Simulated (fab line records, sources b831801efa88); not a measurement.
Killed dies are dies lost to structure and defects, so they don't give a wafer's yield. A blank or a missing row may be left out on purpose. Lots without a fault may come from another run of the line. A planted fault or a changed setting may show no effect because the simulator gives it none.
Chamber matching | flow sky130 | SKY_POLY_GATE_ETCH_15 on rie_diel-04: 4 sister chambers
The step etches BARC in N2/H2, stops on SiO2, time 118.5 s, target depth 110 nm. 8 wafers are shown with their chamber, then 7 later ones without.

WAFERS WITH THEIR CHAMBER
wafer  | chamber | drypump_motor_current_A (A) | h2_flow_sccm (sccm)
L549.6 | 2       | 5.1                         | 199.5
L556.3 | 0       | 6.2                         | 199.7
L556.4 | 1       | 5.6                         | 199.7
L557.2 | 0       | 6.2                         | 200.7
L557.3 | 2       | 5.1                         | 200.3
L557.4 | 1       | 5.5                         | 199.2
L560.2 | 3       | 5.7                         | 201.4
L560.4 | 3       | 5.7                         | 200.7

WAFERS WITHOUT THEIR CHAMBER
wafer  | drypump_motor_current_A (A) | h2_flow_sccm (sccm)
L560.5 | 6.3                         | 200.5
L563.2 | 5.5                         | 200.4
L563.5 | 6.2                         | 199.6
L563.6 | 5.2                         | 199.2
L565.2 | 6.2                         | 200.1
L565.4 | 5.7                         | 200.2
L565.5 | 5.2                         | 199.8

WHICH CHAMBER EACH WENT THROUGH
wafer  | from the rows above | in truth
L560.5 | 0                   | 0
L563.2 | 1                   | 1
L563.5 | 0                   | 0
L563.6 | 2                   | 2
L565.2 | 0                   | 0
L565.4 | 3                   | 3
L565.5 | 2                   | 2
Placed correctly: 7 of 7. Can't be placed from these rows: 0. Placed wrongly: 0.
How it was worked out, from the rows above alone: a wafer's distance from a chamber is the root of the sum, over the readings, of the square of ((its reading less the chamber's mean) divided by the reading's scatter). The wafer belongs to the nearest chamber; if the next one is less than 2 further off, it can't be placed. A chamber's mean is the mean of its shown wafers. The scatter: the root of (the sum of the squares of (reading less its chamber's mean) over the shown wafers, divided by (wafers less chambers)).
